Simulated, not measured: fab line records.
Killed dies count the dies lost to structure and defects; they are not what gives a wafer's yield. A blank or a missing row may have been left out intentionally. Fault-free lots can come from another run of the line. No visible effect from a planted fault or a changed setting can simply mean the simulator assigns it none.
Lot-split experiment + flow sfq line + 27 wafers read across 5 lots, on a route 325 steps long

## THE SPLIT ITSELF
At SFQ_TRILAYER_I7_VIA_BARC_OPEN_VIA_ETCH_260 (etches BARC in O2, target depth 125 nm, time 41.7 s), the setting time s was moved away from the recipe's 41.7 s on 9 of the 27 wafers read, by +46.7% to +56.1%. The other wafers ran this setting at the recipe's value.

The reading comes from the split's own step.

## THE READING
oes product au, in a.u., at SFQ_TRILAYER_I7_VIA_BARC_OPEN_VIA_ETCH_260 (etches BARC in O2, target depth 125 nm, time 41.7 s). Typical for fault-free wafers on this fab line: 0.686 a.u., with standard deviation 0.004 a.u.

| wafer  | tool, chamber at the split | time s as run, s | against the recipe | oes product au, a.u. | against lot-mates on the recipe |
|--------|----------------------------|------------------|--------------------|----------------------|---------------------------------|
| L077.1 | rie diel-02, 2             | 41.7             | recipe             | 0.685                | -                               |
| L077.2 | rie diel-02, 0             | 41.7             | recipe             | 0.685                | -                               |
| L077.3 | rie diel-02, 1             | 41.7             | recipe             | 0.685                | -                               |
| L077.4 | rie diel-02, 3             | 41.7             | recipe             | 0.681                | -                               |
| L077.5 | rie diel-02, 0             | 41.7             | recipe             | 0.686                | -                               |
| L077.6 | rie diel-02, 3             | 41.7             | recipe             | 0.690                | -                               |
| L078.1 | rie diel-04, 0             | 41.7             | recipe             | 0.684                | -                               |
| L078.2 | rie diel-04, 1             | 41.7             | recipe             | 0.685                | -                               |
| L078.6 | rie diel-04, 3             | 41.7             | recipe             | 0.696                | -                               |
| L079.1 | rie diel-04, 0             | 63.26            | +51.7%             | 0.639                | -0.047                          |
| L079.2 | rie diel-04, 3             | 41.7             | recipe             | 0.684                | -                               |
| L079.3 | rie diel-04, 2             | 41.7             | recipe             | 0.688                | -                               |
| L079.4 | rie diel-04, 3             | 63.26            | +51.7%             | 0.640                | -0.046                          |
| L079.5 | rie diel-04, 2             | 41.7             | recipe             | 0.687                | -                               |
| L079.6 | rie diel-04, 0             | 63.26            | +51.7%             | 0.639                | -0.047                          |
| L083.1 | rie diel-04, 0             | 41.7             | recipe             | 0.689                | -                               |
| L083.2 | rie diel-04, 3             | 41.7             | recipe             | 0.681                | -                               |
| L083.3 | rie diel-04, 1             | 61.17            | +46.7%             | 0.642                | -0.040                          |
| L083.4 | rie diel-04, 2             | 61.17            | +46.7%             | 0.642                | -0.040                          |
| L083.5 | rie diel-04, 1             | 41.7             | recipe             | 0.676                | -                               |
| L083.6 | rie diel-04, 0             | 61.17            | +46.7%             | 0.640                | -0.042                          |
| L085.1 | rie diel-04, 3             | 65.1             | +56.1%             | 0.633                | -0.053                          |
| L085.2 | rie diel-04, 1             | 65.1             | +56.1%             | 0.642                | -0.044                          |
| L085.3 | rie diel-04, 2             | 41.7             | recipe             | 0.686                | -                               |
| L085.4 | rie diel-04, 0             | 41.7             | recipe             | 0.685                | -                               |
| L085.5 | rie diel-04, 1             | 65.1             | +56.1%             | 0.652                | -0.034                          |
| L085.6 | rie diel-04, 2             | 41.7             | recipe             | 0.687                | -                               |

THE FIT
A straight line over all 27 wafers: oes product au changes by -0.000857 a.u. for each +1% of time s; r = -0.98; the points scatter about the line by 0.0049 a.u.
The same after taking each lot's own level away (the mean of its wafers on the recipe; 27 wafers): -0.000846 a.u. for each +1%; r = -0.98; scatter 0.0044 a.u.
The reading moves by 0.047 a.u. for the largest change in time s, on that fit.
The lots' own levels span 0.6820 to 0.6883 a.u., that is 1.6 times the standard deviation above.
So the lot-to-lot level changes the slope little: the two slopes agree.
Check: -0.0467 a.u. against its lot-mates is what the line predicts for one of the wafers moved furthest among these (+56.1%) when that wafer is left out of the fit. Against them it came out at -0.053 a.u.
Tool readings at the split's step, against how far the setting was moved: oes product au r = -0.98.

## OTHER SPLITS APPLIED TO THESE WAFERS
Note: prior to the reading, these wafers also went through further splits. Each is held against what the fit with the lots' levels taken away leaves over:
| other split on the same wafers                  | wafers away from the commonest value | r with oes product au (lot level and that fit taken away) |
|-------------------------------------------------|--------------------------------------|-----------------------------------------------------------|
| SFQ_TRILAYER_M5_BARC_OPEN_METAL_ETCH_161 time s | 9                                    | -0.17                                                     |
| SFQ_TRILAYER_A5C_DEP_PECVD_142 time s           | 9                                    | +0.20                                                     |
| SFQ_TRILAYER_I6_DEP_PECVD_165 time s            | 12                                   | -0.04                                                     |
| SFQ_TRILAYER_M7_ETCH_METAL_ETCH_180 time s      | 12                                   | +0.20                                                     |

## THE WHOLE CHAIN: every reading that the file lists as answering this split, in the file's order
| step                                       | what it does                                        | reading                                                                                       | change (the file's fit)                    | r (the file's) |
|--------------------------------------------|-----------------------------------------------------|-----------------------------------------------------------------------------------------------|--------------------------------------------|----------------|
| SFQ_TRILAYER_I7_VIA_BARC_OPEN_VIA_ETCH_260 | etches BARC in O2, target depth 125 nm, time 41.7 s | oes product au                                                                                | -0.000849 a.u. for each +1% of the setting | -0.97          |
| SFQ_TRILAYER_I7_VIA_BARC_OPEN_VIA_ETCH_260 | etches BARC in O2, target depth 125 nm, time 41.7 s | KrF_of_TRILAYER_I7_VIA_LITHO_COAT_187.thk nm (the simulator's own value, which no gauge read) | -0.508 nm for each +1% of the setting      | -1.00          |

## FILE'S OWN FIT
oes product au changes by -0.000849 a.u. for each +1% of time s, r = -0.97.
